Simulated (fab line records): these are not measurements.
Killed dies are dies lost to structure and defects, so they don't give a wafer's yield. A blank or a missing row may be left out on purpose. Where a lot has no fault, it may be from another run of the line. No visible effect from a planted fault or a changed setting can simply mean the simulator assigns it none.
The same fault as seen by 2 desks ; flow sfq line ; only its own numbers are on each desk; what lay behind them is given at the end

## DESK OF THE TOOL OWNER: pvd sputter-04
The tool's own readings at SFQ_TRILAYER_M6_DEP_SPUTTER_157 (material Nb, target thk 200 nm, time 133.3 s): means of the sampled wafers that have a number, for each lot that ran on this tool. The brackets show how far a lot's mean lies from the usual mean; more than 4 standard deviations puts the lot out of limits, marked OUT.
Columns: A = base pressure pa at SFQ_TRILAYER_M6_DEP_SPUTTER_157, usual 1.32e-06 Pa; B = throttle valve pct at SFQ_TRILAYER_M6_DEP_SPUTTER_157, usual 29.9 %
lot;first seen here;A;B
L893;day 70 07:19;1.32e-06;30.3
L899;day 71 11:15;1.31e-06;29.8
L902;day 72 06:28;1.30e-06;30.1
This desk's verdict: no lot among the 3 shows anything out of limits.

## THE METROLOGY DESK
Means of the sampled wafers that have a number, per lot and without regard to the tool the lot ran on: this is what the gauges read. The brackets show how far a lot's mean lies from the usual mean; more than 4 standard deviations puts the lot out of limits, marked OUT.
Columns: A = M6_NB_RS at SFQ_M6_RS_MEAS_938, usual 0.891 ohm/sq
lot;first seen here;A
L888;day 66 20:50;0.886
L890;day 69 20:28;0.887
L892;day 70 02:41;0.891
L893;day 70 07:26;0.905
L894;day 70 08:36;0.885
L895;day 70 11:18;0.890
L897;day 70 19:31;0.890
L899;day 71 11:22;1.082 (+22) OUT
L902;day 72 06:36;1.106 (+24) OUT
L903;day 72 08:56;0.897
L906;day 73 09:10;0.887
L908;day 73 12:48;0.892
L909;day 73 17:35;0.884
L910;day 73 23:44;0.903
This desk's result: L899, L902 out of limits, first on L899 (M6_NB_RS at SFQ_M6_RS_MEAS_938), day 71 11:22. L888, L890, L892, L893, L894, L895, L897, L903, L906, L908, L909, L910 stayed within limits.

## BROUGHT TOGETHER
L899, L902 would have let the metrology desk raise an alarm at day 71 11:22.
The tool owner's desk saw nothing out of limits.
On record at the tool owner's desk: L899, L902, within its limits.
The lots listed all ran SFQ_TRILAYER_M6_DEP_SPUTTER_157 on pvd sputter-04.

## WHAT THE SIMULATOR HAD INSERTED
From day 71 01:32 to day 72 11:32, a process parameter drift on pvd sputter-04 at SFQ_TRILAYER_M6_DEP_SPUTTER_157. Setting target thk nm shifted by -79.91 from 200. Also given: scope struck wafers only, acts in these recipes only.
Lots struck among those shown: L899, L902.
Hours from the fault's start to each desk's first reading out of limits: the metrology desk, 10.
